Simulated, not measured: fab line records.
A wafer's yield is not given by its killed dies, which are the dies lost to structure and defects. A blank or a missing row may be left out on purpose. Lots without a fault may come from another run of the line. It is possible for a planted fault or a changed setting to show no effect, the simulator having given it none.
The tool behind it: which one? + flow sky130 + 24 lots with 72 wafers sampled at 6 steps, on a route of 708 steps

WHAT THE GAUGES SHOWED, per wafer
SKY_METAL1_CD_MEAS_15: target cd 140 nm. Usual: cdNm 140.0 nm, standard deviation 1.4.
| lot  | measured     | on       | cdNm (nm)         | flag |
|------|--------------|----------|-------------------|------|
| L074 | day 33 14:52 | cdSem-01 | 142.0 142.5 141.2 |      |
| L075 | day 34 01:49 | cdSem-01 | 141.1 141.7 142.3 |      |
| L076 | day 34 05:22 | cdSem-01 | 138.7 137.1 136.6 |      |
| L077 | day 34 18:45 | cdSem-01 | 141.6 141.5 140.6 |      |
| L078 | day 35 03:28 | cdSem-01 | 141.1 141.4 141.6 |      |
| L079 | day 35 03:44 | cdSem-01 | 138.4 140.1 138.4 |      |
| L080 | day 35 10:23 | cdSem-02 | 140.3 140.8 141.9 |      |
| L081 | day 36 02:43 | cdSem-01 | 138.5 141.3 140.2 |      |
| L082 | day 36 08:13 | cdSem-02 | 140.6 141.9 140.9 |      |
| L083 | day 36 17:02 | cdSem-01 | 139.6 141.8 142.0 |      |
| L084 | day 36 21:31 | cdSem-02 | 140.5 140.4 139.7 |      |
| L085 | day 37 07:22 | cdSem-02 | 140.3 141.2 138.7 |      |
| L086 | day 37 08:34 | cdSem-02 | 140.7 137.5 138.1 |      |
| L087 | day 37 17:37 | cdSem-01 | 140.4 139.7 140.7 |      |
| L088 | day 38 04:38 | cdSem-02 | 139.7 141.0 140.6 |      |
| L089 | day 38 10:46 | cdSem-01 | 140.5 142.0 141.8 |      |
| L090 | day 39 00:59 | cdSem-01 | 140.2 140.8 140.3 |      |
| L091 | day 39 04:48 | cdSem-02 | 137.8 139.4 140.6 |      |
| L092 | day 39 06:08 | cdSem-02 | 137.9 139.6 137.2 |      |
| L093 | day 39 11:52 | cdSem-01 | 139.9 140.6 139.8 |      |
| L094 | day 39 21:04 | cdSem-02 | 138.7 137.8 140.3 |      |
| L095 | day 40 06:00 | cdSem-01 | 138.4 137.8 138.7 |      |
| L096 | day 40 07:34 | cdSem-02 | 140.8 141.8 140.0 |      |
| L097 | day 40 11:02 | cdSem-02 | 141.2 139.6 139.6 |      |

SKY_CAPM_THK_MEAS_01. Usual: CAPM_CVD_00_THK gives 15.60 nm (standard deviation 0.24).
| lot  | measured     | on           | CAPM_CVD_00_THK (nm) | flag |
|------|--------------|--------------|----------------------|------|
| L074 | day 37 06:38 | filmMetro-03 | 15.68 16.15 15.86    |      |
| L075 | day 37 17:18 | filmMetro-03 | 15.57 15.40 15.48    |      |
| L076 | day 37 19:19 | filmMetro-02 | 15.50 15.97 15.57    |      |
| L077 | day 38 08:59 | filmMetro-03 | 15.40 15.62 15.75    |      |
| L078 | day 38 16:45 | filmMetro-01 | 15.64 15.93 15.90    |      |
| L079 | day 38 19:20 | filmMetro-01 | 16.01 15.57 15.81    |      |
| L080 | day 39 00:07 | filmMetro-01 | 15.76 15.90 15.67    |      |
| L081 | day 39 15:21 | filmMetro-01 | 15.41 15.77 15.55    |      |
| L082 | day 39 21:04 | filmMetro-02 | 15.38 15.23 15.03    |      |
| L083 | day 40 05:15 | filmMetro-01 | 15.02 15.12 15.55    |      |
| L084 | day 40 10:55 | filmMetro-03 | 15.46 15.61 16.01    |      |
| L085 | day 40 17:55 | filmMetro-01 | 15.43 15.66 15.64    |      |
| L086 | day 40 20:20 | filmMetro-02 | 15.54 15.69 15.72    |      |
| L087 | day 41 03:43 | filmMetro-02 | 15.55 15.50 15.49    |      |
| L088 | day 41 16:02 | filmMetro-02 | 15.39 15.66 15.65    |      |
| L089 | day 41 21:58 | filmMetro-03 | 15.76 15.84 15.95    |      |
| L090 | day 42 09:50 | filmMetro-01 | 15.16 15.72 15.68    |      |
| L091 | day 42 14:43 | filmMetro-01 | 15.00 15.29 15.22    |      |
| L092 | day 42 15:38 | filmMetro-03 | 15.23 15.63 15.67    |      |
| L093 | day 42 21:05 | filmMetro-02 | 15.40 15.77 15.62    |      |
| L094 | day 43 03:47 | filmMetro-01 | 15.73 15.54 15.83    |      |
| L095 | day 43 12:18 | filmMetro-02 | 15.43 15.59 15.60    |      |
| L096 | day 43 13:52 | filmMetro-02 | 15.51 15.72 15.57    |      |
| L097 | day 43 17:39 | filmMetro-01 | 15.39 15.44 15.41    |      |

WHAT TOOL EACH LOT RAN ON (gives the tool, then ch and the chambers of the sampled wafers, and finally the start)
| lot  | SKY_METAL1_DESCUM_17             | SKY_METAL1_STRIP_20                 | SKY_VIA1_ETCH_14                  | SKY_METAL2_DESCUM_17             |
|------|----------------------------------|-------------------------------------|-----------------------------------|----------------------------------|
| L074 | rieMetal-02 ch 0,1, day 33 15:00 | plasmaAsher-02 ch 1, day 33 15:11   | rieDiel-01 ch 0,2,3, day 34 20:03 | rieMetal-03 ch 0, day 36 00:38   |
| L075 | rieMetal-03 ch 0,1, day 34 01:58 | plasmaAsher-01 ch 0,1, day 34 02:10 | rieDiel-02 ch 0,1,2, day 35 06:31 | rieMetal-01 ch 0,1, day 36 12:01 |
| L076 | rieMetal-04 ch 0,1, day 34 05:31 | plasmaAsher-02 ch 0,1, day 34 05:43 | rieDiel-02 ch 0,2, day 35 10:01   | rieMetal-03 ch 0,1, day 36 14:13 |
| L077 | rieMetal-04 ch 0,1, day 34 18:54 | plasmaAsher-03 ch 0,1, day 34 19:05 | rieDiel-02 ch 0,1,2, day 35 23:22 | rieMetal-01 ch 0,1, day 37 02:58 |
| L078 | rieMetal-03 ch 0,1, day 35 03:37 | plasmaAsher-01 ch 0,1, day 35 03:49 | rieDiel-02 ch 0,1,3, day 36 07:34 | rieMetal-02 ch 1, day 37 11:19   |
| L079 | rieMetal-04 ch 0,1, day 35 03:50 | plasmaAsher-02 ch 0,1, day 35 04:02 | rieDiel-01 ch 0,1,3, day 36 08:31 | rieMetal-03 ch 1, day 37 12:17   |
| L080 | rieMetal-03 ch 0, day 35 10:31   | plasmaAsher-03 ch 0,1, day 35 10:55 | rieDiel-01 ch 1,2,3, day 36 15:04 | rieMetal-01 ch 0,1, day 37 18:44 |
| L081 | rieMetal-02 ch 0,1, day 36 02:50 | plasmaAsher-03 ch 0,1, day 36 03:02 | rieDiel-01 ch 0,2, day 37 06:46   | rieMetal-01 ch 0,1, day 38 10:58 |
| L082 | rieMetal-02 ch 0,1, day 36 08:22 | plasmaAsher-02 ch 0,1, day 36 08:34 | rieDiel-03 ch 0,1,3, day 37 11:55 | rieMetal-02 ch 1, day 38 15:58   |
| L083 | rieMetal-02 ch 0,1, day 36 17:10 | plasmaAsher-03 ch 0,1, day 36 17:22 | rieDiel-03 ch 0,3, day 37 21:10   | rieMetal-02 ch 0,1, day 39 01:16 |
| L084 | rieMetal-04 ch 0,1, day 36 21:39 | plasmaAsher-02 ch 0,1, day 36 21:54 | rieDiel-01 ch 0,2, day 38 01:51   | rieMetal-01 ch 0,1, day 39 06:19 |
| L085 | rieMetal-04 ch 0,1, day 37 07:31 | plasmaAsher-02 ch 0,1, day 37 07:43 | rieDiel-03 ch 0,1,2, day 38 11:37 | rieMetal-02 ch 0,1, day 39 14:31 |
| L086 | rieMetal-02 ch 0,1, day 37 08:42 | plasmaAsher-01 ch 0,1, day 37 08:53 | rieDiel-02 ch 1,2,3, day 38 13:13 | rieMetal-01 ch 0,1, day 39 16:46 |
| L087 | rieMetal-03 ch 1, day 37 17:46   | plasmaAsher-03 ch 0,1, day 37 18:08 | rieDiel-01 ch 2,3, day 38 20:34   | rieMetal-02 ch 0,1, day 40 00:01 |
| L088 | rieMetal-02 ch 0,1, day 38 04:46 | plasmaAsher-02 ch 0,1, day 38 04:58 | rieDiel-03 ch 1,2,3, day 39 09:27 | rieMetal-02 ch 0,1, day 40 12:11 |
| L089 | rieMetal-02 ch 0,1, day 38 10:54 | plasmaAsher-02 ch 0, day 38 11:05   | rieDiel-03 ch 0,1,3, day 39 14:52 | rieMetal-03 ch 0,1, day 40 17:10 |
| L090 | rieMetal-04 ch 1, day 39 01:08   | plasmaAsher-03 ch 0,1, day 39 01:29 | rieDiel-03 ch 0,1,2, day 40 04:54 | rieMetal-01 ch 0, day 41 06:16   |
| L091 | rieMetal-04 ch 0,1, day 39 04:57 | plasmaAsher-01 ch 0,1, day 39 05:08 | rieDiel-01 ch 0,1, day 40 08:19   | rieMetal-02 ch 0,1, day 41 11:16 |
| L092 | rieMetal-02 ch 0,1, day 39 06:16 | plasmaAsher-03 ch 0,1, day 39 06:28 | rieDiel-03 ch 0,1,3, day 40 08:40 | rieMetal-01 ch 0,1, day 41 11:37 |
| L093 | rieMetal-04 ch 0,1, day 39 12:01 | plasmaAsher-03 ch 0,1, day 39 12:13 | rieDiel-01 ch 1,3, day 40 14:37   | rieMetal-01 ch 0,1, day 41 17:37 |
| L094 | rieMetal-02 ch 0,1, day 39 21:13 | plasmaAsher-03 ch 0,1, day 39 21:25 | rieDiel-03 ch 0,1,3, day 40 23:19 | rieMetal-02 ch 0,1, day 42 01:22 |
| L095 | rieMetal-03 ch 0,1, day 40 06:09 | plasmaAsher-02 ch 0,1, day 40 06:20 | rieDiel-01 ch 0,1,3, day 41 08:07 | rieMetal-03 ch 0, day 42 09:52   |
| L096 | rieMetal-04 ch 0,1, day 40 07:41 | plasmaAsher-01 ch 0,1, day 40 07:53 | rieDiel-03 ch 0,2, day 41 09:49   | rieMetal-01 ch 0,1, day 42 11:26 |
| L097 | rieMetal-02 ch 0,1, day 40 11:10 | plasmaAsher-03 ch 0,1, day 40 11:22 | rieDiel-02 ch 0,1, day 41 12:58   | rieMetal-01 ch 0,1, day 42 15:22 |
- SKY_METAL1_DESCUM_17: chemistry O2, time 8 s.
- SKY_METAL1_STRIP_20: strips in O2/N2.
- SKY_VIA1_ETCH_14: etches BARC in N2/H2, stops on SiO2, time 45.9 s, target depth 60 nm.
- SKY_METAL2_DESCUM_17: chemistry O2, time 8 s.

AS READ BY THE TOOLS THEMSELVES (means over the sampled wafers that have a number; for cases with no such wafer, the mark the record gives instead)
SKY_METAL1_DESCUM_17. Usual: drypumpMotorCurrentA 5.5 A, standard deviation 0.57; oesProductAu 1.000 a.u., standard deviation 0.0083; rfFwdPowerW 147.0 W, standard deviation 0.76.
| lot  | tool        | drypumpMotorCurrentA (A) | oesProductAu (a.u.) | rfFwdPowerW (W) | flag |
|------|-------------|--------------------------|---------------------|-----------------|------|
| L074 | rieMetal-02 | 5.3                      | 0.998               | 147.5           |      |
| L075 | rieMetal-03 | 5.1                      | 0.997               | 147.0           |      |
| L076 | rieMetal-04 | 6.0                      | 1.006               | 146.6           |      |
| L077 | rieMetal-04 | 5.5                      | 0.992               | 146.3           |      |
| L078 | rieMetal-03 | 5.1                      | 1.009               | 147.1           |      |
| L079 | rieMetal-04 | 6.0                      | 0.995               | 146.8           |      |
| L080 | rieMetal-03 | 4.8                      | 1.014               | 147.0           |      |
| L081 | rieMetal-02 | 5.5                      | 1.007               | 146.8           |      |
| L082 | rieMetal-02 | 5.3                      | 1.000               | 147.0           |      |
| L083 | rieMetal-02 | 5.5                      | 0.999               | 146.7           |      |
| L084 | rieMetal-04 | 6.0                      | 0.999               | 146.8           |      |
| L085 | rieMetal-04 | 5.5                      | 1.005               | 146.4           |      |
| L086 | rieMetal-02 | 5.5                      | 0.986               | 147.1           |      |
| L087 | rieMetal-03 | 5.6                      | 1.013               | 146.8           |      |
| L088 | rieMetal-02 | 5.3                      | 0.991               | 147.7           |      |
| L089 | rieMetal-02 | 5.5                      | 0.993               | 146.3           |      |
| L090 | rieMetal-04 | 6.5                      | 1.004               | 147.3           |      |
| L091 | rieMetal-04 | 6.0                      | 0.991               | 146.5           |      |
| L092 | rieMetal-02 | 5.5                      | 0.993               | 146.9           |      |
| L093 | rieMetal-04 | 5.9                      | 1.004               | 147.2           |      |
| L094 | rieMetal-02 | 5.6                      | 1.002               | 146.8           |      |
| L095 | rieMetal-03 | 5.3                      | 1.011               | 147.4           |      |
| L096 | rieMetal-04 | 5.5                      | 0.994               | 146.8           |      |
| L097 | rieMetal-02 | 5.3                      | 1.005               | 148.0           |      |

SKY_METAL1_STRIP_20. Usual: drypumpMotorCurrentA 5.5 A, standard deviation 0.32; oesProductAu 0.343 a.u., standard deviation 0.005; stripTimeToEndpointS 2.70 s, standard deviation 0.035.
| lot  | tool           | drypumpMotorCurrentA (A) | oesProductAu (a.u.) | stripTimeToEndpointS (s) | flag |
|------|----------------|--------------------------|---------------------|--------------------------|------|
| L074 | plasmaAsher-02 | 6.1                      | 0.346               | 2.69                     |      |
| L075 | plasmaAsher-01 | 5.4                      | 0.342               | 2.67                     |      |
| L076 | plasmaAsher-02 | 5.9                      | 0.342               | 2.70                     |      |
| L077 | plasmaAsher-03 | 5.2                      | 0.341               | 2.68                     |      |
| L078 | plasmaAsher-01 | 5.4                      | 0.341               | 2.67                     |      |
| L079 | plasmaAsher-02 | 5.8                      | 0.348               | 2.72                     |      |
| L080 | plasmaAsher-03 | 5.2                      | 0.341               | 2.66                     |      |
| L081 | plasmaAsher-03 | 5.2                      | 0.343               | 2.71                     |      |
| L082 | plasmaAsher-02 | 5.8                      | 0.346               | 2.71                     |      |
| L083 | plasmaAsher-03 | 5.2                      | 0.346               | 2.70                     |      |
| L084 | plasmaAsher-02 | 5.8                      | 0.346               | 2.71                     |      |
| L085 | plasmaAsher-02 | 5.8                      | 0.342               | 2.71                     |      |
| L086 | plasmaAsher-01 | 5.6                      | 0.344               | 2.67                     |      |
| L087 | plasmaAsher-03 | 5.2                      | 0.336               | 2.62                     |      |
| L088 | plasmaAsher-02 | 5.9                      | 0.350               | 2.72                     |      |
| L089 | plasmaAsher-02 | 5.6                      | 0.346               | 2.70                     |      |
| L090 | plasmaAsher-03 | 5.2                      | 0.342               | 2.67                     |      |
| L091 | plasmaAsher-01 | 5.4                      | 0.347               | 2.73                     |      |
| L092 | plasmaAsher-03 | 5.2                      | 0.339               | 2.70                     |      |
| L093 | plasmaAsher-03 | 5.2                      | 0.341               | 2.67                     |      |
| L094 | plasmaAsher-03 | 5.3                      | 0.348               | 2.74                     |      |
| L095 | plasmaAsher-02 | 5.8                      | 0.343               | 2.69                     |      |
| L096 | plasmaAsher-01 | 5.6                      | 0.342               | 2.73                     |      |
| L097 | plasmaAsher-03 | 5.2                      | 0.342               | 2.69                     |      |

SKY_VIA1_ETCH_14. Usual: drypumpMotorCurrentA 5.6 A, standard deviation 0.47; oesProductAu 0.855 a.u., standard deviation 0.0051; rfFwdPowerW 494.6 W, standard deviation 2.1; throttleValvePct 13.225 %, standard deviation 0.0089.
| lot  | tool       | drypumpMotorCurrentA (A) | oesProductAu (a.u.) | rfFwdPowerW (W) | throttleValvePct (%) | flag |
|------|------------|--------------------------|---------------------|-----------------|----------------------|------|
| L074 | rieDiel-01 | 5.3                      | 0.859               | 495.9           | 13.220               |      |
| L075 | rieDiel-02 | 5.5                      | 0.854               | 496.5           | 13.226               |      |
| L076 | rieDiel-02 | 5.6                      | 0.859               | 495.5           | 13.213               |      |
| L077 | rieDiel-02 | 5.6                      | 0.852               | 496.0           | 13.228               |      |
| L078 | rieDiel-02 | 5.6                      | 0.856               | 495.8           | 13.223               |      |
| L079 | rieDiel-01 | 5.9                      | 0.852               | 494.2           | 13.226               |      |
| L080 | rieDiel-01 | 5.6                      | 0.857               | 495.8           | 13.223               |      |
| L081 | rieDiel-01 | 5.2                      | 0.851               | 493.1           | 13.228               |      |
| L082 | rieDiel-03 | 5.5                      | 0.859               | 494.1           | 13.229               |      |
| L083 | rieDiel-03 | 5.3                      | 0.855               | 492.9           | 13.226               |      |
| L084 | rieDiel-01 | 5.2                      | 0.858               | 493.8           | 13.226               |      |
| L085 | rieDiel-03 | 5.7                      | 0.859               | 495.8           | 13.219               |      |
| L086 | rieDiel-02 | 5.6                      | 0.851               | 495.2           | 13.227               |      |
| L087 | rieDiel-01 | 5.1                      | 0.851               | 494.0           | 13.230               |      |
| L088 | rieDiel-03 | 5.8                      | 0.854               | 493.9           | 13.227               |      |
| L089 | rieDiel-03 | 5.5                      | 0.856               | 494.7           | 13.219               |      |
| L090 | rieDiel-03 | 5.7                      | 0.855               | 494.8           | 13.214               |      |
| L091 | rieDiel-01 | 6.3                      | 0.853               | 493.7           | 13.228               |      |
| L092 | rieDiel-03 | 5.5                      | 0.851               | 494.8           | 13.226               |      |
| L093 | rieDiel-01 | 6.1                      | 0.856               | 495.0           | 13.220               |      |
| L094 | rieDiel-03 | 5.5                      | 0.860               | 492.6           | 13.228               |      |
| L095 | rieDiel-01 | 5.9                      | 0.851               | 495.5           | 13.219               |      |
| L096 | rieDiel-03 | 5.8                      | 0.859               | 494.9           | 13.228               |      |
| L097 | rieDiel-02 | 5.5                      | 0.861               | 491.5           | 13.229               |      |

SKY_METAL2_DESCUM_17. Usual: drypumpMotorCurrentA 5.8 A, standard deviation 0.63; oesProductAu 1.000 a.u., standard deviation 0.0077; rfFwdPowerW 147.3 W, standard deviation 0.96.
| lot  | tool        | drypumpMotorCurrentA (A) | oesProductAu (a.u.) | rfFwdPowerW (W) | flag |
|------|-------------|--------------------------|---------------------|-----------------|------|
| L074 | rieMetal-03 | 4.8                      | 1.010               | 147.7           |      |
| L075 | rieMetal-01 | 6.3                      | 0.993               | 147.1           |      |
| L076 | rieMetal-03 | 5.3                      | 1.009               | 147.3           |      |
| L077 | rieMetal-01 | 6.5                      | 1.006               | 148.1           |      |
| L078 | rieMetal-02 | 5.1                      | 1.005               | 148.1           |      |
| L079 | rieMetal-03 | 5.6                      | 1.007               | 147.1           |      |
| L080 | rieMetal-01 | 6.5                      | 0.992               | 147.5           |      |
| L081 | rieMetal-01 | 6.5                      | 0.990               | 147.4           |      |
| L082 | rieMetal-02 | 5.1                      | 0.992               | 148.1           |      |
| L083 | rieMetal-02 | 5.6                      | 0.996               | 146.5           |      |
| L084 | rieMetal-01 | 6.3                      | 1.000               | 146.6           |      |
| L085 | rieMetal-02 | 5.3                      | 1.003               | 147.9           |      |
| L086 | rieMetal-01 | 6.3                      | 0.995               | 146.8           |      |
| L087 | rieMetal-02 | 5.3                      | 0.994               | 147.6           |      |
| L088 | rieMetal-02 | 5.5                      | 0.997               | 146.9           |      |
| L089 | rieMetal-03 | 5.3                      | 1.006               | 146.6           |      |
| L090 | rieMetal-01 | 6.7                      | 1.006               | 148.0           |      |
| L091 | rieMetal-02 | 5.6                      | 1.003               | 146.6           |      |
| L092 | rieMetal-01 | 6.4                      | 1.002               | 147.3           |      |
| L093 | rieMetal-01 | 6.5                      | 1.001               | 147.4           |      |
| L094 | rieMetal-02 | 5.3                      | 0.999               | 148.0           |      |
| L095 | rieMetal-03 | 4.8                      | 1.003               | 147.2           |      |
| L096 | rieMetal-01 | 6.3                      | 0.992               | 147.1           |      |
| L097 | rieMetal-01 | 6.3                      | 0.997               | 147.0           |      |

THE ANSWER, worked out from the rows above alone
Rule: take the mean of a lot's wafers that have a number; if it is more than 3 standard deviations from the usual mean, the lot is off. A lot without any number at a reading at which 4 lots or more have one is off too. The other lots that the step has rows for count as sound. First the gauges in route order, then the tools' own readings, where a lot's mean is used as printed above. The first step at which some lot is off is used, and at that step the reading that is off furthest; a lot without a number counts as furthest.
None of the lots is off at any reading shown; this tells nothing.

WHAT HAD BEEN PUT IN BY THE SIMULATOR
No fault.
